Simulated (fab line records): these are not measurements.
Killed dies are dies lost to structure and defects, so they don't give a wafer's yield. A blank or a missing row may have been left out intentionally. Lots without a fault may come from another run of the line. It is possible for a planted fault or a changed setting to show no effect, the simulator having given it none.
Which tool is to blame? + flow gf180mcu + 13 lots with 39 wafers sampled at 6 steps, on a route of 602 steps

WHAT THE GAUGES SHOWED, per wafer
GF_STI_THK_MEAS_24.
| lot  | measured    | on            | STI_CVD_23_THK (nm) |
|------|-------------|---------------|---------------------|
| L376 | day 2 04:08 | film-metro-03 | 651 660 643         |
| L377 | day 2 09:34 | film-metro-04 | 653 646 646         |
| L378 | day 2 14:32 | film-metro-03 | 651 657 653         |
| L379 | day 2 21:20 | film-metro-02 | 640 649 651         |
| L380 | day 3 00:39 | film-metro-03 | 638 649 653         |
| L381 | day 3 06:07 | film-metro-02 | 654 651 651         |
| L382 | day 3 09:46 | film-metro-02 | 643 649 651         |
| L388 | day 4 16:25 | film-metro-04 | 451 659 644         |
| L389 | day 4 22:28 | film-metro-02 | 651 657 661         |
| L391 | day 5 08:28 | film-metro-02 | 454 654 451         |
| L392 | day 5 14:05 | film-metro-03 | 648 662 645         |
| L394 | day 6 04:20 | film-metro-04 | 651 649 661         |
| L397 | day 6 18:16 | film-metro-02 | 639 647 649         |

GF_MVSD_OVL_MEAS_07.
| lot  | measured    | on         | MVSD_OVL (nm) |
|------|-------------|------------|---------------|
| L376 | day 4 10:25 | overlay-02 | 1.3 1.9 1.3   |
| L377 | day 4 16:17 | overlay-02 | 1.6 0.1 1.3   |
| L378 | day 4 22:17 | overlay-01 | -0.5 1.1 1.8  |
| L379 | day 5 06:14 | overlay-02 | 1.2 2.9 2.8   |
| L380 | day 5 10:44 | overlay-02 | -0.3 1.8 -0.6 |
| L381 | day 5 14:44 | overlay-02 | -0.3 1.2 -2.0 |
| L382 | day 5 19:13 | overlay-02 | -1.1 -1.5 0.2 |
| L388 | day 7 05:50 | overlay-01 | 0.4 0.3       |
| L389 | day 7 11:31 | overlay-01 | 2.1 1.4 2.4   |
| L391 | day 7 23:29 | overlay-02 | 0.8           |
| L392 | day 8 05:40 | overlay-01 | 2.3 2.6 2.6   |
| L394 | day 9 03:25 | overlay-02 | 0.5 0.0 2.5   |
| L397 | day 9 14:40 | overlay-01 | -0.6 1.6 1.1  |

GF_VT_IMPLANT_TW_MEAS_10.
| lot  | measured     | on            | VT_IMPLANT_TW     |
|------|--------------|---------------|-------------------|
| L376 | day 5 16:34  | film-metro-01 | 572.2 572.6 571.9 |
| L377 | day 5 21:37  | film-metro-03 | 569.4 565.1 565.8 |
| L378 | day 6 03:03  | film-metro-02 | 573.3 570.0 570.7 |
| L379 | day 6 11:13  | film-metro-03 | 567.6 568.9 569.6 |
| L380 | day 6 15:52  | film-metro-02 | 570.2 571.6 572.3 |
| L381 | day 6 20:44  | film-metro-03 | 568.4 572.0 571.7 |
| L382 | day 7 01:16  | film-metro-01 | 572.5 572.0 571.2 |
| L388 | day 8 14:41  | film-metro-03 | 570.3 566.5       |
| L389 | day 8 20:45  | film-metro-03 | 568.7 564.7 566.3 |
| L391 | day 9 10:19  | film-metro-03 | 567.6             |
| L392 | day 9 16:12  | film-metro-02 | 576.4 570.8 576.4 |
| L394 | day 10 13:46 | film-metro-03 | 568.8 566.6 566.8 |
| L397 | day 11 02:16 | film-metro-02 | 573.6 575.4 572.8 |

GF_POLY_GATE_CD_MEAS_10: target cd 280 nm.
| lot  | measured     | on        | cd-nm (nm)        |
|------|--------------|-----------|-------------------|
| L376 | day 9 04:19  | cd-sem-01 | 279.9 279.8 280.8 |
| L377 | day 9 10:02  | cd-sem-01 | 279.8 278.7 278.1 |
| L378 | day 9 16:43  | cd-sem-02 | 278.8 279.5 279.6 |
| L379 | day 10 01:20 | cd-sem-01 | 278.7 279.6 279.9 |
| L380 | day 10 06:11 | cd-sem-02 | 279.3 278.3 278.8 |
| L381 | day 10 13:52 | cd-sem-02 | 278.9 278.9 278.9 |
| L382 | day 11 00:49 | cd-sem-02 | 282.7 282.8 282.3 |
| L388 | day 12 16:13 | cd-sem-02 | 278.7 279.9       |
| L389 | day 12 22:04 | cd-sem-01 | 281.2 280.9 280.7 |
| L391 | day 13 15:34 | cd-sem-01 | 280.4             |
| L392 | day 13 18:22 | cd-sem-01 | 279.3 280.8 280.2 |
| L394 | day 14 23:10 | cd-sem-02 | 279.8 280.1 279.9 |
| L397 | day 15 18:01 | cd-sem-02 | 279.7 280.2 281.3 |

WHAT TOOL EACH LOT RAN ON (gives the tool, then ch and the chambers of the sampled wafers, and finally the start)
| lot  | GF_STI_CVD_23                   | GF_STI_CMP_25                |
|------|---------------------------------|------------------------------|
| L376 | hdpcvd-01 ch 0,1,2, day 2 04:04 | cmp-02 ch 1,2,3, day 2 04:15 |
| L377 | hdpcvd-02 ch 1,2, day 2 09:29   | cmp-01 ch 0,1,2, day 2 09:43 |
| L378 | hdpcvd-01 ch 0,2, day 2 14:28   | cmp-02 ch 0,2,3, day 2 14:42 |
| L379 | hdpcvd-02 ch 1,2, day 2 21:14   | cmp-02 ch 0,2,3, day 2 21:23 |
| L380 | hdpcvd-02 ch 0,2, day 3 00:34   | cmp-01 ch 1,2,3, day 3 00:42 |
| L381 | hdpcvd-01 ch 0,2, day 3 06:01   | cmp-02 ch 1,3, day 3 06:12   |
| L382 | hdpcvd-02 ch 0,1,2, day 3 09:41 | cmp-01 ch 0,1,3, day 3 09:55 |
| L388 | hdpcvd-01 ch 0,1,2, day 4 16:20 | cmp-01 ch 0,1, day 4 16:50   |
| L389 | hdpcvd-02 ch 0,1,2, day 4 22:23 | cmp-02 ch 1,2, day 4 22:32   |
| L391 | hdpcvd-01 ch 0,1, day 5 08:23   | cmp-01 ch 1,2,3, day 5 08:31 |
| L392 | hdpcvd-02 ch 0,2, day 5 14:01   | cmp-02 ch 0,1,3, day 5 14:12 |
| L394 | hdpcvd-02 ch 0,1, day 6 04:15   | cmp-02 ch 2,3, day 6 04:26   |
| L397 | hdpcvd-02 ch 0,2, day 6 18:11   | cmp-02 ch 0,1,2, day 6 18:19 |
- GF_STI_CVD_23: deposits SiO2, target thk 650 nm, time 108.3 s.
- GF_STI_CMP_25: polishes, stops on Si3N4, t overpolish 33 s, target thk 524.6 nm.

AS READ BY THE TOOLS THEMSELVES (means over the sampled wafers that have a number; for cases with no such wafer, the mark the record gives instead)
GF_STI_CVD_23.
| lot  | tool      | susceptor-temp-C (C) |
|------|-----------|----------------------|
| L376 | hdpcvd-01 | 600.05               |
| L377 | hdpcvd-02 | 600.34               |
| L378 | hdpcvd-01 | 599.87               |
| L379 | hdpcvd-02 | 599.78               |
| L380 | hdpcvd-02 | 599.95               |
| L381 | hdpcvd-01 | 599.93               |
| L382 | hdpcvd-02 | 599.77               |
| L388 | hdpcvd-01 | 599.80               |
| L389 | hdpcvd-02 | 600.07               |
| L391 | hdpcvd-01 | 600.28               |
| L392 | hdpcvd-02 | 600.17               |
| L394 | hdpcvd-02 | 600.16               |
| L397 | hdpcvd-02 | 599.96               |

GF_STI_CMP_25.
| lot  | tool   | motor-current-A (A) | time-to-endpoint-s (s) |
|------|--------|---------------------|------------------------|
| L376 | cmp-02 | 11.9                | 122                    |
| L377 | cmp-01 | 11.0                | 121                    |
| L378 | cmp-02 | 11.7                | 130                    |
| L379 | cmp-02 | 11.2                | 127                    |
| L380 | cmp-01 | 11.2                | 120                    |
| L381 | cmp-02 | 11.2                | 124                    |
| L382 | cmp-01 | 10.9                | 123                    |
| L388 | cmp-01 | 11.4                | 109                    |
| L389 | cmp-02 | 11.3                | 108                    |
| L391 | cmp-01 | 11.1                | 94                     |
| L392 | cmp-02 | 11.7                | 112                    |
| L394 | cmp-02 | 11.8                | 111                    |
| L397 | cmp-02 | 11.8                | 110                    |

THE ANSWER, worked out from the rows above alone
Rule: the usual values come from the lots themselves. Put in order of their means at a reading, lots are off if they are a third of the lots or fewer, leave a main group of 4 or more, and stand apart from it by a gap of 3 or more times the standard deviation of the main group's means; of several such gaps the widest counts. Not used: any main group whose means are identical at the precision the tables above print for the reading. A lot without any number at a reading at which 4 lots or more have one is off too. The other lots that the step has rows for count as sound. After the gauges, taken in route order, come the tools' own readings; for these a lot's mean is taken, as printed above. The first step at which some lot is off is used, and at that step the reading that is off furthest; a lot without a number counts as furthest.
Off: L388, L391, seen at GF_STI_THK_MEAS_24 (STI_CVD_23_THK). The main group has a mean of 650 nm with a standard deviation of 3.4.
If a tool, at a process step before that reading, ran all the lots that are off and no sound lot after the first of them, it fits. Those tools and the gauges at GF_STI_THK_MEAS_24 are tried in the same way. One fits: hdpcvd-01 at GF_STI_CVD_23. Its last sound lot is L381 (day 3 06:01), its first lot that is off L388 (day 4 16:20): a fault that began between those two fits.

WHAT HAD BEEN PUT IN BY THE SIMULATOR
hdpcvd-01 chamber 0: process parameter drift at GF_STI_CVD_23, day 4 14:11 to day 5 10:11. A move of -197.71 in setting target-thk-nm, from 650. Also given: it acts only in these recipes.
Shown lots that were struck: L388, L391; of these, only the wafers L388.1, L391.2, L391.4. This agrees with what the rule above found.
